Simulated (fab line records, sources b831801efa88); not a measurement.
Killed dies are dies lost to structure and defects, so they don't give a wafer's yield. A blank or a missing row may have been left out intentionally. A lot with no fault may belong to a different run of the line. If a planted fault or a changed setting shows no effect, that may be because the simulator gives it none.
Comparing a struck lot with a sound one / flow sky130 / 16 steps out of a route of 708
Sound: wafers L377.2, L377.3, L377.6. Struck: wafers L382.1, L382.3, L382.4. The cause is named last.
Per side, at each step with rows, come the tool, then ch with its chambers, and then its first start. Under that, the readings that differ: sound wafers / struck wafers / difference of the means / sigmas: that difference in standard deviations of wafers without a fault.
alike: words and numbers the same on both sides, and readings whose means are apart by under 2 such deviations; not compared: readings that were withheld, readings missing a value for some wafer, numbers with overlapping values and no deviation given by the record, and bounds like >300 which may hide the same value.
Wherever a step has rows on one side only, a row that says differs or no value, or a row with sigmas, the two part there. Numbers that don't overlap but have no deviation are shown without sigmas and don't part them. A reading that every wafer of one side lacks parts them only if that side has two wafers or more.

first, 1 step without rows for these wafers: SKY_LDD_N_IMPLANT_15.
SKY_LDD_N_STRIP_16: strips in O2/N2.
  sound on plasma asher-01 ch 0,1, day 18 05:13; struck on plasma asher-02 ch 0,1, day 19 23:32
reading=drypump motor current A (A); sound=5.8 4.7 4.7; struck=6.1 6.1 5.8; difference=+0.9; sigmas=+2
  alike: chamber pressure mTorr, oes product au, strip time to endpoint s
  not compared: rf hours counter h
SKY_LDD_N_TW_MEAS_17:
  sound on film metro-04 at day 18 05:20; struck on film metro-03 at day 19 23:38
  alike: LDD_N_TW
then, 7 steps without rows for these wafers: SKY_LDD_P_DEHYDRATE_00 (time 60 s); SKY_LDD_P_HMDS_01 (prime time 60 s); SKY_LDD_P_COAT_02 (resist thk 1140 nm); SKY_LDD_P_SOFTBAKE_03 (time 60 s); SKY_LDD_P_EXPOSE_04 (exposes mask PSDM, target cd 380 nm); SKY_LDD_P_PEB_05; SKY_LDD_P_DEVELOP_06 (develop time 60 s).
SKY_LDD_P_CD_MEAS_07: the cd target is 380 nm.
  sound on cd sem-02 at day 19 11:18; struck on cd sem-01 at day 21 06:47
  alike: cd nm
SKY_LDD_P_OVL_MEAS_08:
  sound on overlay-01 at day 19 11:25; struck on overlay-01 at day 21 06:54
  alike: LDD_P_OVL
SKY_LDD_P_IMPLANT_09:
  sound on implanter-04 ch 0, day 19 11:28; struck on implanter-04 ch 0, day 21 06:58
reading=implant ion amu; sound=49 49 49; struck=75 75 75; difference=+26; sigmas=
reading=model.implant.drp nm (nm); sound=11.41 11.41 11.41; struck=8.431 8.431 8.431; difference=-2.979; sigmas=
reading=model.implant.rp nm (nm); sound=20.4 20.4 20.4; struck=17.74 17.74 17.74; difference=-2.66; sigmas=
SKY_LDD_P_STRIP_10: strips in O2/N2.
  sound on plasma asher-03 ch 0,1, day 19 11:35; struck on plasma asher-02 ch 0,1, day 21 07:07
reading=drypump motor current A (A); sound=5.19 5.27 5.21; struck=6.12 5.76 6.12; difference=+0.78; sigmas=+3
  alike: chamber pressure mTorr, oes product au, strip time to endpoint s
  not compared: rf hours counter h
SKY_LDD_P_TW_MEAS_11:
  sound on film metro-02 at day 19 11:42; struck on film metro-02 at day 21 07:26
reading=LDD_P_TW; sound=643 647 648; struck=1061 1059 1056; difference=+413; sigmas=+94
  not compared: hold
SKY_PAD_OPEN_PROBE_99:
  sound wafers here have rows in the record (prober-01, day 46 04:34); struck ones have none

== WHERE THEY PART ==
First at SKY_LDD_N_STRIP_16; last, within this record, at SKY_PAD_OPEN_PROBE_99.

WHY: the cause the simulator had injected
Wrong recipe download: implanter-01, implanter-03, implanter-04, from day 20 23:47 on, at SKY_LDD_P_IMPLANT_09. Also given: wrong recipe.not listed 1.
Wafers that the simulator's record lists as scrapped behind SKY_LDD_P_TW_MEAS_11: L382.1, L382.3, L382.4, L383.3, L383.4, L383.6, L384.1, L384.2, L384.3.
